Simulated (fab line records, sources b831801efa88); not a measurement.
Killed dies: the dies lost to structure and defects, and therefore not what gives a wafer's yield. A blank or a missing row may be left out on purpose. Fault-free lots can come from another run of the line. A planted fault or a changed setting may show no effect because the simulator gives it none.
2 desks looking at one fault | flow gf180mcu | every desk sees just its own numbers, and what lay behind them comes last

== FROM THE METROLOGY DESK ==
Means of the sampled wafers that have a number, per lot and without regard to the tool the lot ran on: this is what the gauges read. If a lot's mean is further than 4 standard deviations from the usual mean, the lot is out of limits and carries the mark OUT (the distance appears in the brackets).
Columns: A = cdNm at GF_TOP_METAL_CD_MEAS_14, usual 439.4 nm
lot  | first seen here | A
L614 | day 27 20:49    | 439.7
L615 | day 28 01:41    | 439.6
L616 | day 28 12:56    | 441.6
L617 | day 28 18:22    | 443.1
L618 | day 29 09:54    | 437.8
L621 | day 30 06:40    | 441.7
L622 | day 30 22:54    | 438.6
L624 | day 31 08:12    | 437.1
L626 | day 31 23:17    | 435.3
L632 | day 33 03:02    | 438.9
L631 | day 33 06:55    | 441.1
L634 | day 33 17:02    | 438.9
L635 | day 33 19:32    | 438.7
L637 | day 34 06:23    | 442.8
This desk's verdict: no lot among the 14 shows anything out of limits.

== AT THE TOOL OWNER'S DESK: wetBench-02 ==
The tool's own readings at GF_SALICIDE_WET_ETCH_01 (etches SiO2 in dHF, target depth 5 nm, time 100 s): means of the sampled wafers that have a number, for each lot that ran on this tool. If a lot's mean is further than 4 standard deviations from the usual mean, the lot is out of limits and carries the mark OUT (the distance appears in the brackets).
Columns: A = tempC at GF_SALICIDE_WET_ETCH_01, usual 25.03 C
lot  | first seen here | A
L614 | day 14 21:05    | 24.93
L616 | day 15 14:08    | 25.01
L618 | day 16 15:38    | 25.07
L632 | day 21 13:52    | 25.08
L631 | day 21 16:13    | 25.00
This desk's verdict: no lot among the 5 shows anything out of limits.

== ALL TOGETHER ==
At the metrology desk, nothing out of limits was observed.
Nothing out of limits was seen by the tool owner's desk.

== WHAT HAD BEEN PUT IN BY THE SIMULATOR ==
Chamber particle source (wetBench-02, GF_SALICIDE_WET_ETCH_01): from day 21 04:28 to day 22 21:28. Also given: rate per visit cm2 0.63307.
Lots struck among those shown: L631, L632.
